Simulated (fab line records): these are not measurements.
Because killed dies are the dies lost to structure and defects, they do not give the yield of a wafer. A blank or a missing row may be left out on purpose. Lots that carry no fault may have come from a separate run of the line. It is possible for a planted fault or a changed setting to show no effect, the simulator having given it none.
fab line records	flow sky130
record: lots: 7	wafers: 21	lastDay: 50
route steps=708 shown METAL1@436
lots with no fault: from the same line, run without faults
startH: hours from the record's opening day to when the first of the lot's shown wafers began	waitH: time in hours since the lot's previous step	" repeats the value in the row above	L1.1+2: a single row standing in for several wafers	- no value, or no start given	* or withheld: withheld	< > ~ a bound
route shown NAME@n: a module of which the file shows steps, and the number in the route of the first	usual: mean/standard deviation of fault-free wafers	same: alike in all rows	chamber/n: place in a boat	sites: each site's reading	_std_site: how widely they spread, as a standard deviation	_edge_site: mean of outer sites minus mean of inner sites	radiusMm: how far each site lies from the wafer's centre	mask NAME#n: copy n	behind: the last tool/chamber to shape the wafer	hold: cause of the lot's hold/its duration in hours/its outcome	device: whichever transistor did not switch (one of n, p or np)	end of line: tests run on the same wafers once the route is complete	a step without rows: its recipe alone	killed: dies that structure and defects cost at the first sort, which is not the same as the wafer's yield	map: per-die view of a wafer (x killed, . not killed, _ where there is no die)
set.NAME: the setting the step ran with; set.NAME@STEP: the setting that earlier step ran with	model.NAME: the simulator's own value behind a step, which no gauge read
lots at some steps of the route; a table a step, a row a wafer
services: a tool's chamber out of use, with start hour (startH, from the record's first day; less than 0 if before it), hours out, and reason
== steps ==
step: SKY_METAL1_SPUTTER_02
recipe: material: AlCu	targetThkNm: 250	powerW: 10600	timeS: 13.3	chamberPressurePa: 0.4
usual: throttleValvePct: 30.3/0.92
lot.wafer	tool	chamber	startH	waitH	throttleValvePct
L468.3	pvdSputter-02	-	767.25	0.0	29.9
L468.4	"	-	"	"	30.5
L468.5	"	-	"	"	30.0
L479.1	pvdSputter-01	-	853.58	0.0	30.2
L479.4	"	-	"	"	29.5
L479.5	"	-	"	"	31.0
L480.3	pvdSputter-04	-	855.02	0.0	30.6
L480.4	"	-	"	"	31.2
L480.6	"	-	"	"	30.8
L481.2	pvdSputter-02	-	857.60	0.0	31.4
L481.3	"	-	"	"	29.8
L481.5	"	-	"	"	31.1
L483.1	pvdSputter-01	-	872.21	0.0	31.4
L483.3	"	-	"	"	29.2
L483.4	"	-	"	"	30.4
L484.1	pvdSputter-02	-	875.45	0.0	30.2
L484.2	"	-	"	"	30.8
L484.6	"	-	"	"	30.0
L486.1	pvdSputter-04	-	896.96	0.0	28.1
L486.3	"	-	"	"	30.9
L486.4	"	-	"	"	31.2
step: SKY_METAL1_SPUTTER_03
recipe: material: Ti	targetThkNm: 5	powerW: 3000	timeS: 3.3	chamberPressurePa: 0.4
usual: throttleValvePct: 30.2/0.91
lot.wafer	tool	chamber	startH	waitH	throttleValvePct
L468.3	pvdSputter-02	-	767.27	0.0	29.7
L468.4	"	-	"	"	30.7
L468.5	"	-	"	"	30.1
L479.1	pvdSputter-01	-	853.61	0.0	30.5
L479.4	"	-	"	"	29.5
L479.5	"	-	"	"	31.4
L480.3	pvdSputter-04	-	855.05	0.0	31.0
L480.4	"	-	"	"	31.6
L480.6	"	-	"	"	30.7
L481.2	pvdSputter-02	-	857.62	0.0	30.9
L481.3	"	-	"	"	29.2
L481.5	"	-	"	"	31.2
L483.1	pvdSputter-01	-	872.23	0.0	31.5
L483.3	"	-	"	"	29.5
L483.4	"	-	"	"	30.1
L484.1	pvdSputter-02	-	875.47	0.0	29.7
L484.2	"	-	"	"	30.6
L484.6	"	-	"	"	30.0
L486.1	pvdSputter-04	-	896.98	0.0	28.2
L486.3	"	-	"	"	30.5
L486.4	"	-	"	"	31.3
step: SKY_METAL1_SPUTTER_04
recipe: material: TiN	targetThkNm: 70	powerW: 6500	timeS: 58.3	chamberPressurePa: 0.4
usual: throttleValvePct: 30.3/0.92
lot.wafer	tool	chamber	startH	waitH	throttleValvePct
L468.3	pvdSputter-02	-	767.29	0.0	30.0
L468.4	"	-	"	"	30.5
L468.5	"	-	"	"	30.1
L479.1	pvdSputter-01	-	853.62	0.0	30.3
L479.4	"	-	"	"	29.4
L479.5	"	-	"	"	31.5
L480.3	pvdSputter-04	-	855.06	0.0	31.0
L480.4	"	-	"	"	31.0
L480.6	"	-	"	"	30.9
L481.2	pvdSputter-02	-	857.64	0.0	31.4
L481.3	"	-	"	"	29.6
L481.5	"	-	"	"	31.1
L483.1	pvdSputter-01	-	872.25	0.0	31.7
L483.3	"	-	"	"	29.4
L483.4	"	-	"	"	30.0
L484.1	pvdSputter-02	-	875.49	0.0	29.8
L484.2	"	-	"	"	30.7
L484.6	"	-	"	"	29.9
L486.1	pvdSputter-04	-	897.00	0.0	28.2
L486.3	"	-	"	"	31.0
L486.4	"	-	"	"	31.2
step: SKY_METAL1_RS_MEAS_05
recipe: thkMeasGauge: four-point-probe	reads: TiN_of_METAL1_SPUTTER_04+Ti_of_METAL1_SPUTTER_03+AlCu_of_METAL1_SPUTTER_02+TiN_of_METAL1_SPUTTER_01+Ti_of_METAL1_SPUTTER_00
usual: METAL1_ALCU_RS: 0.1268/0.0012
lot.wafer	tool	chamber	startH	waitH	METAL1_ALCU_RS[ohm/sq]
L468.3	filmMetro-03	-	767.38	0.1	0.1266
L468.4	"	-	"	"	0.1264
L468.5	"	-	"	"	0.1266
L479.1	filmMetro-02	-	853.67	0.0	0.1262
L479.4	"	-	"	"	0.1270
L479.5	"	-	"	"	0.1258
L480.3	filmMetro-03	-	855.15	0.1	0.1264
L480.4	"	-	"	"	0.1267
L480.6	"	-	"	"	0.1257
L481.2	filmMetro-01	-	857.71	0.0	0.1278
L481.3	"	-	"	"	0.1269
L481.5	"	-	"	"	0.1284
L483.1	filmMetro-02	-	872.30	0.0	0.1256
L483.3	"	-	"	"	0.1277
L483.4	"	-	"	"	0.1261
L484.1	filmMetro-03	-	875.54	0.0	0.1284
L484.2	"	-	"	"	0.1278
L484.6	"	-	"	"	0.1274
L486.1	filmMetro-03	-	897.05	0.0	0.1259
L486.3	"	-	"	"	0.1268
L486.4	"	-	"	"	0.1284
step: SKY_METAL1_THK_MEAS_06
recipe: thkMeasGauge: xrf	reads: AlCu_of_METAL1_SPUTTER_02
usual: METAL1_ALCU_THK: 249.5/2.6
lot.wafer	tool	chamber	startH	waitH	METAL1_ALCU_THK[nm]
L468.3	filmMetro-03	-	767.48	0.1	250.8
L468.4	"	-	"	"	251.4
L468.5	"	-	"	"	250.2
L479.1	filmMetro-02	-	853.79	0.1	252.5
L479.4	"	-	"	"	249.2
L479.5	"	-	"	"	252.0
L480.3	filmMetro-03	-	855.25	0.1	249.1
L480.4	"	-	"	"	247.6
L480.6	"	-	"	"	247.7
L481.2	filmMetro-01	-	857.82	0.1	247.0
L481.3	"	-	"	"	248.3
L481.5	"	-	"	"	248.4
L483.1	filmMetro-02	-	872.42	0.1	252.3
L483.3	"	-	"	"	248.1
L483.4	"	-	"	"	252.0
L484.1	filmMetro-03	-	875.66	0.1	249.5
L484.2	"	-	"	"	249.8
L484.6	"	-	"	"	248.2
L486.1	filmMetro-03	-	897.17	0.1	248.5
L486.3	"	-	"	"	249.1
L486.4	"	-	"	"	244.5
step: SKY_METAL1_DEHYDRATE_07
recipe: tempC: 200	timeS: 60
step: SKY_METAL1_HMDS_08
recipe: primeTimeS: 60	primeTempC: 120
step: SKY_METAL1_COAT_09
recipe: resist: BARC	tempC: withheld	timeS: withheld	spinRpm: 3000	resistThkNm: 60
step: SKY_METAL1_COAT_10
recipe: resist: KrF-thick	spinRpm: 3000	resistThkNm: 450
step: SKY_METAL1_SOFTBAKE_11
recipe: tempC: 100	timeS: 93.86	resist: KrF-thick
usual: plateSensorTCentreC: 100.88/0.011	plateSensorTEdgeC: 100.95/0.01
lot.wafer	tool	chamber	startH	waitH	plateSensorTCentreC	plateSensorTEdgeC
L468.3	lithoTrack-02	0	-	-	100.88	100.96
L468.4	"	0	"	"	100.88	100.96
L468.5	"	0	"	"	100.87	100.94
L479.1	lithoTrack-03	0	-	-	100.88	100.95
L479.4	"	0	"	"	100.90	100.95
L479.5	"	0	"	"	100.88	100.95
L480.3	lithoTrack-04	0	-	-	100.88	100.95
L480.4	"	0	"	"	100.89	100.95
L480.6	"	0	"	"	100.88	100.95
L481.2	lithoTrack-03	0	-	-	100.86	100.94
L481.3	"	0	"	"	100.87	100.95
L481.5	"	0	"	"	100.89	100.97
L483.1	lithoTrack-04	0	-	-	100.88	100.96
L483.3	"	0	"	"	100.88	100.94
L483.4	"	0	"	"	100.90	100.96
L484.1	lithoTrack-04	0	-	-	100.87	100.94
L484.2	"	0	"	"	100.87	100.95
L484.6	"	0	"	"	100.89	100.95
L486.1	lithoTrack-02	0	-	-	100.87	100.94
L486.3	"	0	"	"	100.89	100.95
L486.4	"	0	"	"	100.87	100.95
step: SKY_METAL1_EXPOSE_12
recipe: maskId: MM1	na: 0.8	sourceShape: annular	sigmaInner: 0.55	sigmaOuter: 0.85	targetCdNm: 140	doseMj: 28
step: SKY_METAL1_PEB_13
recipe: pebTempC: withheld	pebTimeS: withheld	resist: KrF-thick
step: SKY_METAL1_DEVELOP_14
recipe: developTimeS: 60	resist: KrF-thick	devTempC: 21
usual: chillPlateTempC: 22.99/0.11	developTimeS: 60/0
lot.wafer	tool	chamber	startH	waitH	chillPlateTempC	developTimeS	model.KrF-thick_of_METAL1_COAT_10.thkNm
L468.3	lithoTrack-02	0	794	-	22.90	60	438.2
L468.4	"	0	"	"	22.74	60	437.5
L468.5	"	0	"	"	23.00	60	437.2
L479.1	lithoTrack-02	-	879	-	-	-	451
L479.4	"	-	880	-	-	-	450
L479.5	"	-	"	"	-	-	448.5
L480.3	lithoTrack-03	-	881	-	-	-	450.6
L480.4	"	-	"	"	-	-	449.6
L480.6	"	-	"	"	-	-	449.6
L481.2	lithoTrack-03	-	884	-	-	-	446.2
L481.3	"	-	"	"	-	-	447.3
L481.5	"	-	"	"	-	-	448.6
L483.1	lithoTrack-03	0	898	-	22.98	60	436.8
L483.3	"	0	"	"	22.99	60	435.9
L483.4	"	0	"	"	23.09	60	436.5
L484.1	lithoTrack-03	0	901	-	23.15	60	434.8
L484.2	"	0	"	"	23.37	60	435.8
L484.6	"	0	"	"	23.05	60	434.9
L486.1	lithoTrack-03	0	921	-	22.91	60	434.3
L486.3	"	0	"	"	22.96	60	434.3
L486.4	"	0	"	"	23.00	60	435
step: SKY_METAL1_CD_MEAS_15
recipe: targetCdNm: 140
usual: cdNm: 140.0/1.8
lot.wafer	tool	chamber	startH	waitH	cdNm
L468.3	cdSem-01	-	794.77	-	139.2
L468.4	"	-	"	"	138.3
L468.5	"	-	"	"	138.0
L479.1	cdSem-01	-	880.08	-	-
L479.4	"	-	"	"	-
L479.5	"	-	"	"	-
L480.3	cdSem-01	-	881.51	-	-
L480.4	"	-	"	"	-
L480.6	"	-	"	"	-
L481.2	cdSem-01	-	884.19	-	-
L481.3	"	-	"	"	-
L481.5	"	-	"	"	-
L483.1	cdSem-01	-	898.77	-	140.4
L483.3	"	-	"	"	143.3
L483.4	"	-	"	"	141.4
L484.1	cdSem-01	-	901.36	-	142.0
L484.2	"	-	"	"	144.2
L484.6	"	-	"	"	143.6
L486.1	cdSem-02	-	921.41	-	142.4
L486.3	"	-	"	"	142.3
L486.4	"	-	"	"	141.7
== services ==
tool	chamber	startH	hours	kind
pvdSputter-01	-	745.35	6.2	repair
pvdSputter-02	-	768.48	8.8	repair
pvdSputter-01	1	795.40	-	consumableReplace:kit
pvdSputter-01	1	795.40	18.0	scheduledDown
pvdSputter-01	1	795.40	18.0	ventCycle
pvdSputter-04	-	798.90	3.5	repair
pvdSputter-04	-	803.31	2.1	repair
pvdSputter-02	1	853.40	-	consumableReplace:kit
pvdSputter-02	1	853.40	18.0	scheduledDown
pvdSputter-02	1	853.40	18.0	ventCycle
pvdSputter-04	0	866.19	-	consumableReplace:kit
pvdSputter-04	0	866.19	18.0	scheduledDown
pvdSputter-04	0	866.19	18.0	ventCycle
pvdSputter-04	-	873.00	7.7	repair
== key ==
firstSign: step: SKY_METAL1_DEVELOP_14	reading: toolRecord	direction: missing
effect none on later readings
modelEffect: step: SKY_METAL1_DEVELOP_14	value: KrF-thick_of_METAL1_COAT_10.thkNm	without: 435	struck: 449.1
metAt SKY_METAL1_DEVELOP_14
struckWafers L479.1,L479.4,L479.5,L480.3,L480.4,L480.6,L481.2,L481.3,L481.5
laterRowsLeftOut L479.1,L479.4,L479.5,L480.3,L480.4,L480.6,L481.2,L481.3,L481.5
sortLeftOut L479.1,L479.4,L479.5,L480.3,L480.4,L480.6,L481.2,L481.3,L481.5
onsetBetween 794 879
fault: kind: skippedStepWhole	tool: lithoTrack-02,lithoTrack-03	chamber: -	onsetH: 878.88	steps: SKY_METAL1_DEVELOP_14	scope: struckLotsOnly
sortLeftOut: the simulated sort isn't trusted on such a fault, so these wafers' sort isn't shown, and their yield isn't known
laterRowsLeftOut: the simulator's readings of these wafers behind a module that went badly wrong aren't trusted and aren't shown, but for the sort
